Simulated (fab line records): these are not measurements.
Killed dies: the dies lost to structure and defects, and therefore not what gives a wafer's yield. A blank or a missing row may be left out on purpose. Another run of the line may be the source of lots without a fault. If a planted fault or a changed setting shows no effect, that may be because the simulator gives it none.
Chamber matching / flow sky130 / cmp-02 running SKY_VIA2_CMP_02: 4 sister chambers
The step polishes SiO2. 4 wafers are shown with their chamber, then 12 later ones without.

== WAFERS WITH THEIR CHAMBER ==
wafer=L090.5; chamber=2; motor current A (A)=13.9
wafer=L092.1; chamber=3; motor current A (A)=9.9
wafer=L092.3; chamber=1; motor current A (A)=13.4
wafer=L092.4; chamber=0; motor current A (A)=10.0

== WAFERS WITH NO CHAMBER GIVEN ==
wafer=L094.2; motor current A (A)=10.4
wafer=L094.3; motor current A (A)=9.7
wafer=L094.6; motor current A (A)=11.3
wafer=L094.1; motor current A (A)=12.5
wafer=L094.4; motor current A (A)=14.4
wafer=L094.5; motor current A (A)=10.1
wafer=L095.3; motor current A (A)=14.3
wafer=L095.4; motor current A (A)=9.6
wafer=L095.5; motor current A (A)=10.4
wafer=L096.1; motor current A (A)=10.4
wafer=L096.2; motor current A (A)=10.3
wafer=L096.5; motor current A (A)=10.5

== WHICH CHAMBER EACH WENT THROUGH ==
wafer=L094.2; from the rows above=can't be placed: 0 or 3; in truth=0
wafer=L094.3; from the rows above=can't be placed: 3 or 0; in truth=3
wafer=L094.6; from the rows above=can't be placed: 0 or 3 or 1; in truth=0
wafer=L094.1; from the rows above=can't be placed: 1 or 2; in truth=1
wafer=L094.4; from the rows above=can't be placed: 2 or 1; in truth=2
wafer=L094.5; from the rows above=can't be placed: 0 or 3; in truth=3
wafer=L095.3; from the rows above=can't be placed: 2 or 1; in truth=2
wafer=L095.4; from the rows above=can't be placed: 3 or 0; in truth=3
wafer=L095.5; from the rows above=can't be placed: 0 or 3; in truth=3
wafer=L096.1; from the rows above=can't be placed: 0 or 3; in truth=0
wafer=L096.2; from the rows above=can't be placed: 0 or 3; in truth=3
wafer=L096.5; from the rows above=can't be placed: 0 or 3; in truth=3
Correct placement for 0 of the 12. Not placeable from these rows: 12 (in 12, the candidates include the true chamber). Number placed wrongly: 0.
How it was worked out, from the rows above alone: a wafer's distance from a chamber is the root of the sum, over the readings, of the square of ((its reading less the chamber's mean) divided by the reading's scatter). If the next closest chamber is less than 2 further off than the closest, the wafer can't be placed; otherwise it belongs to the closest. For every chamber, the mean is computed from those of its wafers that are shown. The scatter: root of mean squared gap, hidden wafer to nearest shown wafer, with one shown wafer a chamber.
